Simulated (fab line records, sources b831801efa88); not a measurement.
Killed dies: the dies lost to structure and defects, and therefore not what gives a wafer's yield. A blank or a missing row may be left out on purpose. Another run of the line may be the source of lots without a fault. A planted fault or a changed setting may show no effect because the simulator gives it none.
A sampling plan put to the test ; flow gf180mcu ; one line in one fab, 54 faults in these records, each fault weighed on the records of the lots it struck
The plan is the line's own looks: the steps of the route at which a gauge or an inspection reads the wafer and doesn't change it. A look is open to judgement when struck wafers have a number at it and the file gives its usual mean and standard deviation on fault-free wafers. Caught: a look later than the fault's first step finds the struck wafers' mean 4 or more of those standard deviations (sigma) from the usual mean. On the tool: here the same test is run on the tool's own readings at the fault's steps. Caught also covers a different recipe on the struck wafers, or a record left blank for those wafers only.

## THE FAULTS, as the simulator had put them in
1. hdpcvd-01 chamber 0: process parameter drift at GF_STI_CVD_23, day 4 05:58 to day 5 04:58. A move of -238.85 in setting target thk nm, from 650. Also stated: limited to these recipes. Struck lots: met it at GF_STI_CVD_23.
2. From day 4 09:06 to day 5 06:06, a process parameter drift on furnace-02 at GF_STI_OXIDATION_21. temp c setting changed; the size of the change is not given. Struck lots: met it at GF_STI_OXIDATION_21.
3. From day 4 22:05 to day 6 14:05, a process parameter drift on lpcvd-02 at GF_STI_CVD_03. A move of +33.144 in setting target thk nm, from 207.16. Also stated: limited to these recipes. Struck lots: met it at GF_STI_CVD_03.
4. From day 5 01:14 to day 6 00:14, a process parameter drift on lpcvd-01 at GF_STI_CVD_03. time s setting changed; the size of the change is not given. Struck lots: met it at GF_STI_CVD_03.
5. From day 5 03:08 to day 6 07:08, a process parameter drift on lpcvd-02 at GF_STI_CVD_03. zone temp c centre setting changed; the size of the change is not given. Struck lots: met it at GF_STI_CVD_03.
6. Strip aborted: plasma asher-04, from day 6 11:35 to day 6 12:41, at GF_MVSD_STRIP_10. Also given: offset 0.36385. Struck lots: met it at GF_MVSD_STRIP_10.
7. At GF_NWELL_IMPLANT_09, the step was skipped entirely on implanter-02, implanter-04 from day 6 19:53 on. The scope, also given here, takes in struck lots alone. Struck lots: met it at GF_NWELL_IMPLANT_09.
8. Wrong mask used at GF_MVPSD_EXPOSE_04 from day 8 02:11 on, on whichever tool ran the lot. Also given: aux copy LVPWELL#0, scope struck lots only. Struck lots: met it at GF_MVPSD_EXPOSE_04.
9. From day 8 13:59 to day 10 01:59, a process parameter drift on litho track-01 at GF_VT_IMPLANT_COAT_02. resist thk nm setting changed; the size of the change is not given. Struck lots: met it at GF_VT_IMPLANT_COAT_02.
10. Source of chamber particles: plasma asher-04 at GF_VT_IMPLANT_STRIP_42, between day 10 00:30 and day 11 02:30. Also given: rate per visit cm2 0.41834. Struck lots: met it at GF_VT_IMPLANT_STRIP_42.
11. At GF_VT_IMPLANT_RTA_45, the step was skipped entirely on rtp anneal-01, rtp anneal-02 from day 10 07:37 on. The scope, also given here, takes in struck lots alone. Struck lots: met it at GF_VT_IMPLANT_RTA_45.
12. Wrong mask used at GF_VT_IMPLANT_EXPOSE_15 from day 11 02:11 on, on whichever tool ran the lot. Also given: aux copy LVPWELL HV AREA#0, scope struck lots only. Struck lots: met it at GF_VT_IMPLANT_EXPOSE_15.
13. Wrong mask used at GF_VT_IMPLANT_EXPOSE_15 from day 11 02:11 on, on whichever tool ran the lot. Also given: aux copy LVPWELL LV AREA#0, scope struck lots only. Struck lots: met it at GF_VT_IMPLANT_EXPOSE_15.
14. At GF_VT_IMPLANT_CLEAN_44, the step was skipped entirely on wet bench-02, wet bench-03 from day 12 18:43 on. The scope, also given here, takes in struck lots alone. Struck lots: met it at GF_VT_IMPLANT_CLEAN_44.
15. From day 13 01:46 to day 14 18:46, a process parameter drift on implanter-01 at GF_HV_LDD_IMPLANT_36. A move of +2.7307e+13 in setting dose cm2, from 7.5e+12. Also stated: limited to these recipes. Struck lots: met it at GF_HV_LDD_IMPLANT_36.
16. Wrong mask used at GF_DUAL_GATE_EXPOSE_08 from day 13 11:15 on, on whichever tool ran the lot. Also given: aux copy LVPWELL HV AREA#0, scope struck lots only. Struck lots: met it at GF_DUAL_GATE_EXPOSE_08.
17. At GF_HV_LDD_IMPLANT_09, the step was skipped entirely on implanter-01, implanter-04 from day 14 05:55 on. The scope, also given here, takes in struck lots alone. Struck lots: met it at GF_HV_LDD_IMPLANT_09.
18. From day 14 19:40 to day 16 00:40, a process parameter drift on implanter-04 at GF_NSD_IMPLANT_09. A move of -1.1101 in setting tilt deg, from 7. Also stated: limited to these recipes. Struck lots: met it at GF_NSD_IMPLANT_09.
19. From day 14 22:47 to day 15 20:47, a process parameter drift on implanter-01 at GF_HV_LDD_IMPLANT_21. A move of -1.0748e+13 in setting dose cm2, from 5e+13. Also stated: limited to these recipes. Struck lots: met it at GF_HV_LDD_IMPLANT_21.
20. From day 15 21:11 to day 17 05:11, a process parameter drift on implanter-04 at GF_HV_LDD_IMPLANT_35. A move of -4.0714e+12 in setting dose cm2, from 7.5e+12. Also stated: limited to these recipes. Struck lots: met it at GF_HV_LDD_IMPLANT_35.
21. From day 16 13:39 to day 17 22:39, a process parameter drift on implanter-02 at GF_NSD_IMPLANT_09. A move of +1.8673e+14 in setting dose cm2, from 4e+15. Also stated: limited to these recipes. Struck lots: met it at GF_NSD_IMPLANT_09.
22. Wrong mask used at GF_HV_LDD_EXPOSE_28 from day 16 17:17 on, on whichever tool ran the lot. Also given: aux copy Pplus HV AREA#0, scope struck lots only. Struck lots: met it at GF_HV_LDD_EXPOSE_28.
23. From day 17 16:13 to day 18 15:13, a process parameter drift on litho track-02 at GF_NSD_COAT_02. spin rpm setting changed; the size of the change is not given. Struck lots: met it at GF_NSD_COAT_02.
24. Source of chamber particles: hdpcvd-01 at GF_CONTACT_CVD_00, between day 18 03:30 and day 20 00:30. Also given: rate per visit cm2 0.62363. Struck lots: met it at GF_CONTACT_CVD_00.
25. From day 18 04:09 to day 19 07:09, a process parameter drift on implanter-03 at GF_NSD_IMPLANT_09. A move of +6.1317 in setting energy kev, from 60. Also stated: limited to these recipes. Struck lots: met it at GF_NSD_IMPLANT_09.
26. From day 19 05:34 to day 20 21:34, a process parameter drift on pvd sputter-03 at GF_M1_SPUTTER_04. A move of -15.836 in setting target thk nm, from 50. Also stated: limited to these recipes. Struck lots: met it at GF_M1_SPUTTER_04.
27. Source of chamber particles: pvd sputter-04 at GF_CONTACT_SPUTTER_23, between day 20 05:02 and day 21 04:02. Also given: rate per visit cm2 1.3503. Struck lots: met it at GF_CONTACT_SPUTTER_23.
28. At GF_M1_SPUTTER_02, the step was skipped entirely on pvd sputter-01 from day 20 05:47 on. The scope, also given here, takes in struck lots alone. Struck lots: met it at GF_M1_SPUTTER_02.
29. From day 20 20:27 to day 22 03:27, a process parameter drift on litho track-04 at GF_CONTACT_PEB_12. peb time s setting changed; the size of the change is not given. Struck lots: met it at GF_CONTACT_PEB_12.
30. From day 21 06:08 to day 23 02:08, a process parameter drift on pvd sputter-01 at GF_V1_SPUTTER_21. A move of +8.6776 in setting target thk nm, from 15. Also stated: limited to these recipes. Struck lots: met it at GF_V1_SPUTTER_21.
31. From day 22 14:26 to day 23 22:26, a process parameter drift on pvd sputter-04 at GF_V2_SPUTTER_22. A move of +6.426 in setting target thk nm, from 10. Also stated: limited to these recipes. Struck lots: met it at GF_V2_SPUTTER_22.
32. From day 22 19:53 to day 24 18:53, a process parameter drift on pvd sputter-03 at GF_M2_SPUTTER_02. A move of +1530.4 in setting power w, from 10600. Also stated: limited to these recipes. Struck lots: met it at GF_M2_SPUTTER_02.
33. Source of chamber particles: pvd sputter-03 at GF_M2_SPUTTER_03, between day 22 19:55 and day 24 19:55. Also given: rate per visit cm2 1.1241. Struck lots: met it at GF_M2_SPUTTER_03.
34. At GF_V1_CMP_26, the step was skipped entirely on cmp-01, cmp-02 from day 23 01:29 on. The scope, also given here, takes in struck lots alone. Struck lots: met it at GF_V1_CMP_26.
35. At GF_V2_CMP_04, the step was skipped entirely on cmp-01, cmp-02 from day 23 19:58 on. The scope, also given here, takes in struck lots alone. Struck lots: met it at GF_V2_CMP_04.
36. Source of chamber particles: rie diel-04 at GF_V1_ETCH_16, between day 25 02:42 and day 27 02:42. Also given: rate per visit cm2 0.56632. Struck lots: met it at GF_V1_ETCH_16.
37. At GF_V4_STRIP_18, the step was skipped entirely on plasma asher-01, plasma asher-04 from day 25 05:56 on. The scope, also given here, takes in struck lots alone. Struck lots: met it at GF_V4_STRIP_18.
38. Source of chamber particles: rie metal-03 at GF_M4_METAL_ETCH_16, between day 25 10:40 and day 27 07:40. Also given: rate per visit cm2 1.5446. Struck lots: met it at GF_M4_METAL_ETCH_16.
39. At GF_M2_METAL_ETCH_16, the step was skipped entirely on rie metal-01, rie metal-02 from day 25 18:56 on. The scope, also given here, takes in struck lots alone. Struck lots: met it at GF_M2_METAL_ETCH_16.
40. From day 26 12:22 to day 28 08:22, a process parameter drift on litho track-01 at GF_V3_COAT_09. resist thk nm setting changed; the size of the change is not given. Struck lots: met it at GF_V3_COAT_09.
41. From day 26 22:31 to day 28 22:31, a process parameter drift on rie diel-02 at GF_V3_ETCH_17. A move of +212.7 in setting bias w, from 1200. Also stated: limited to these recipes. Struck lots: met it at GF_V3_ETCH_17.
42. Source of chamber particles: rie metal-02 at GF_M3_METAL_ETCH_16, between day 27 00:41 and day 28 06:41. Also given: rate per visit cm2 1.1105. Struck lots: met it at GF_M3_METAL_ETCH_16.
43. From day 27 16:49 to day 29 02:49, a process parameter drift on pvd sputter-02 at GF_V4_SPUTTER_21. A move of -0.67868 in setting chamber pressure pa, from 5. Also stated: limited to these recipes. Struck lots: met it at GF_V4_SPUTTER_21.
44. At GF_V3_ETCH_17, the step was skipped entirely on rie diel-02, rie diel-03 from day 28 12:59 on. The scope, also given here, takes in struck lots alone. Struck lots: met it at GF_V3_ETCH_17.
45. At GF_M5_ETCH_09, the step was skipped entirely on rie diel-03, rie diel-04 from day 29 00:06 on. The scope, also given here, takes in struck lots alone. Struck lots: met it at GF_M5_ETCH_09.
46. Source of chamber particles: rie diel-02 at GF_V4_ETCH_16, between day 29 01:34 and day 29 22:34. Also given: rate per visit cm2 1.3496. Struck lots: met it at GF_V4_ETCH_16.
47. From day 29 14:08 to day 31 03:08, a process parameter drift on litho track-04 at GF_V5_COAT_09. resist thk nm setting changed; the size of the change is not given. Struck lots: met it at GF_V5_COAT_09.
48. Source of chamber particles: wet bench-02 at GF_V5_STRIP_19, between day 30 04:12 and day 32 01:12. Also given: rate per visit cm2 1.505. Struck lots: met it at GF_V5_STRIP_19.
49. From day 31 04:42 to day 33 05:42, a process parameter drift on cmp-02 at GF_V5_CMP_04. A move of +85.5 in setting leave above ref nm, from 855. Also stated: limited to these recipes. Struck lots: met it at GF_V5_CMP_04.
50. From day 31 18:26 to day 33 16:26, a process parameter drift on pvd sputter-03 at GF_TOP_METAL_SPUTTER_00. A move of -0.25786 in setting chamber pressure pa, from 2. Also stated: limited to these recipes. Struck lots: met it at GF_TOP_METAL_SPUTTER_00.
51. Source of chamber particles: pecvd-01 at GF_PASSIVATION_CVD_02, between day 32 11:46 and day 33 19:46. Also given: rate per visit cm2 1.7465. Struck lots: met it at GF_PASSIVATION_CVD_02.
52. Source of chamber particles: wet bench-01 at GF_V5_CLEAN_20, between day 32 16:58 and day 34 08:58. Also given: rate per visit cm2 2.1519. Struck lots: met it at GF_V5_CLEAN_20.
53. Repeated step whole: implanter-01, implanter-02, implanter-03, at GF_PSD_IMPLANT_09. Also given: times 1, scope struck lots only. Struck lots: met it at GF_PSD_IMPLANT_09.
54. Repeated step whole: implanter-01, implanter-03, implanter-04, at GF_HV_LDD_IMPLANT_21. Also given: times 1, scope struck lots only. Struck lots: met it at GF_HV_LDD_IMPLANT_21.

## WHAT THE PLAN SAW
fault;on the tool itself;first look that catches it;reading, sigma;median hours from its first step to that look;hours from the fault's start to the first struck lot there;judged looks passed uncaught
1;no reading that can be judged;GF_STI_THK_MEAS_24;STI_CVD_23_THK -40;0.1;2;0
2;tube center temp C +99 or beyond sigma;GF_STI_THK_MEAS_22;STI_OXIDATION_01_THK +20;1.1;4;0
3;under 2 sigma;GF_STI_THK_MEAS_04;STI_CVD_03_THK +19;2.0;5;0
4;under 2 sigma;GF_STI_THK_MEAS_04;STI_CVD_03_THK +27;3.0;14;0
5;zone power centre pct +12 sigma;GF_STI_THK_MEAS_04;STI_CVD_03_THK +10;2.5;5;0
6;oes product au +53 sigma;none of the 3 looks that can be judged after it;-;-;-;3
7;the tool's record is blank for the struck wafers;not the one look that can be judged after it;strongest: NWELL_TW at GF_NWELL_TW_MEAS_11, -3.4;-;-;1
8;no reading that can be judged;GF_MVPSD_TW_MEAS_11;MVPSD_TW -69;8.3;11;0
9;under 2 sigma;none of the 2 looks that can be judged after it;-;-;-;2
10;under 2 sigma;not the one look that can be judged after it;-;-;-;1
11;the tool's record is blank for the struck wafers;GF_VT_IMPLANT_RS_MEAS_46;MVSD_RS -99 or beyond;0.1;3;0
12;no reading that can be judged;GF_VT_IMPLANT_TW_MEAS_21;VT_IMPLANT_2_TW -98;9.8;13;0
13;no reading that can be judged;GF_VT_IMPLANT_TW_MEAS_21;VT_IMPLANT_2_TW -98;9.8;13;0
14;no reading that can be judged;no look after it can be judged;-;-;-;0
15;dose ions cm2 +99 or beyond sigma;GF_HV_LDD_TW_MEAS_38;HV_LDD_3_TW +17;0.2;8;0
16;no reading that can be judged;no look after it can be judged;-;-;-;0
17;the tool's record is blank for the struck wafers;GF_HV_LDD_TW_MEAS_11;HV_LDD_TW -68;0.2;4;0
18;tilt deg -54 sigma;no look after it can be judged;-;-;-;0
19;dose ions cm2 -99 or beyond sigma;GF_HV_LDD_TW_MEAS_23;HV_LDD_2_TW -6.4;0.2;9;0
20;dose ions cm2 -99 or beyond sigma;GF_HV_LDD_RS_MEAS_53;HV_LDD_RS +9.5;23.2;32;1
21;dose ions cm2 +41 sigma;not the one look that can be judged after it;strongest: NSD_RS at GF_PSD_RS_MEAS_14, -2.6;-;-;1
22;under 2 sigma;GF_HV_LDD_TW_MEAS_38;HV_LDD_3_TW -67;12.0;17;0
23;spin speed rpm +14 sigma;not the one look that can be judged after it;-;-;-;1
24;no reading that can be judged;none of the 2 looks that can be judged after it;-;-;-;2
25;beam energy keV +99 or beyond sigma;GF_PSD_RS_MEAS_14;NSD_RS -19;24.1;29;1
26;under 2 sigma;not the one look that can be judged after it;strongest: M1_ALCU_THK at GF_M1_THK_MEAS_06, +3.4;-;-;1
27;under 2 sigma;none of the 2 looks that can be judged after it;-;-;-;2
28;the tool's record is blank for the struck wafers;GF_M1_RS_MEAS_05;M1_ALCU_RS +99 or beyond;0.1;9;0
29;heater power total W +30 sigma;not the one look that can be judged after it;-;-;-;1
30;under 2 sigma;no look after it can be judged;-;-;-;0
31;under 2 sigma;no look after it can be judged;-;-;-;0
32;cathode dc power W +99 or beyond sigma;GF_M2_RS_MEAS_05;M2_ALCU_RS -11;0.1;1;0
33;under 2 sigma;not the one look that can be judged after it;-;-;-;1
34;the tool's record is blank for the struck wafers;no look after it can be judged;-;-;-;0
35;the tool's record is blank for the struck wafers;not the one look that can be judged after it;-;-;-;1
36;under 2 sigma;not the one look that can be judged after it;-;-;-;1
37;the tool's record is blank for the struck wafers;no look after it can be judged;-;-;-;0
38;under 2 sigma;not the one look that can be judged after it;-;-;-;1
39;the tool's record is blank for the struck wafers;no look after it can be judged;-;-;-;0
40;under 2 sigma;none of the 2 looks that can be judged after it;strongest: cd nm at GF_V3_CD_MEAS_14, +2.3;-;-;2
41;bias w +61 sigma;no look after it can be judged;-;-;-;0
42;under 2 sigma;no look after it can be judged;-;-;-;0
43;chamber pressure pa -72 sigma;no look after it can be judged;-;-;-;0
44;the tool's record is blank for the struck wafers;no look after it can be judged;-;-;-;0
45;the tool's record is blank for the struck wafers;no look after it can be judged;-;-;-;0
46;under 2 sigma;no look after it can be judged;-;-;-;0
47;under 2 sigma;GF_V5_CD_MEAS_14;cd nm -4.0;9.3;18;0
48;no reading that can be judged;none of the 7 looks that can be judged after it;-;-;-;7
49;under 2 sigma;no look after it can be judged;-;-;-;0
50;chamber pressure pa -58 sigma;no look after it can be judged;-;-;-;0
51;under 2 sigma;no look after it can be judged;-;-;-;0
52;no reading that can be judged;no look after it can be judged;-;-;-;0
53;under 2 sigma;GF_PSD_TW_MEAS_11;PSD_TW +16;0.6;-;0
54;under 2 sigma;GF_HV_LDD_TW_MEAS_23;HV_LDD_2_TW +20;0.6;-;0
A dash: this means the fault isn't caught or the number doesn't appear in these records.

Caught at a look: 20 of 54. Caught on the tool: 25 of 54. By one or the other: 35 of 54.
Faults 6, 7, 18, 21, 23, 29, 34, 35, 37, 39, 41, 43, 44, 45, 50 were caught on the tool alone.
Caught at a look alone: faults 1, 3, 4, 8, 12, 13, 22, 47, 53, 54.
Caught by neither: faults 9, 10, 14, 16, 24, 26, 27, 30, 31, 33, 36, 38, 40, 42, 46, 48, 49, 51, 52.

## THINNER SAMPLING
Were the look that catches a fault to measure just every second or every third lot (counted by lot number), the first struck lot would, at worst, be measured this late:
fault;struck lots at that look, in order of time;every lot;every second lot;every third lot
1;L493, L494;2 h;7 h;may miss all 2
2;L438, L439;4 h;12 h;may miss all 2
3;L324, L325;5 h;10 h;may miss all 2
4;L411, L412;14 h;17 h;may miss all 2
5;L593, L597;5 h;may miss all 2;may miss all 2
8;L646;11 h;may miss it;may miss it
11;L597, L598, L599;3 h;8 h;18 h
12;L107;13 h;may miss it;may miss it
13;L387;13 h;may miss it;may miss it
15;L793, L794;8 h;16 h;may miss all 2
17;L409, L410, L411;4 h;16 h;20 h
19;L217, L218;9 h;21 h;may miss all 2
20;L537, L538;32 h;44 h;may miss all 2
22;L850;17 h;may miss it;may miss it
25;L988, L989, L990;29 h;41 h;44 h
28;L527, L528;9 h;11 h;may miss all 2
32;L399, L404;1 h;43 h;may miss all 2
47;L927, L928;18 h;32 h;may miss all 2
Hours count from the start of the fault until the first struck lot that is measured. The limit of 4 sigma was tested on all struck wafers together, so one lot alone may lie under it. Other struck lots may not be in these records.

## THE LONGEST TIMED WAY FROM STEP TO LOOK
In fault 25, a median of 24.1 hours elapses between GF_NSD_IMPLANT_09 and GF_PSD_RS_MEAS_14. The look between them that can be judged stayed within 4 sigma: GF_NSD_TW_MEAS_12.
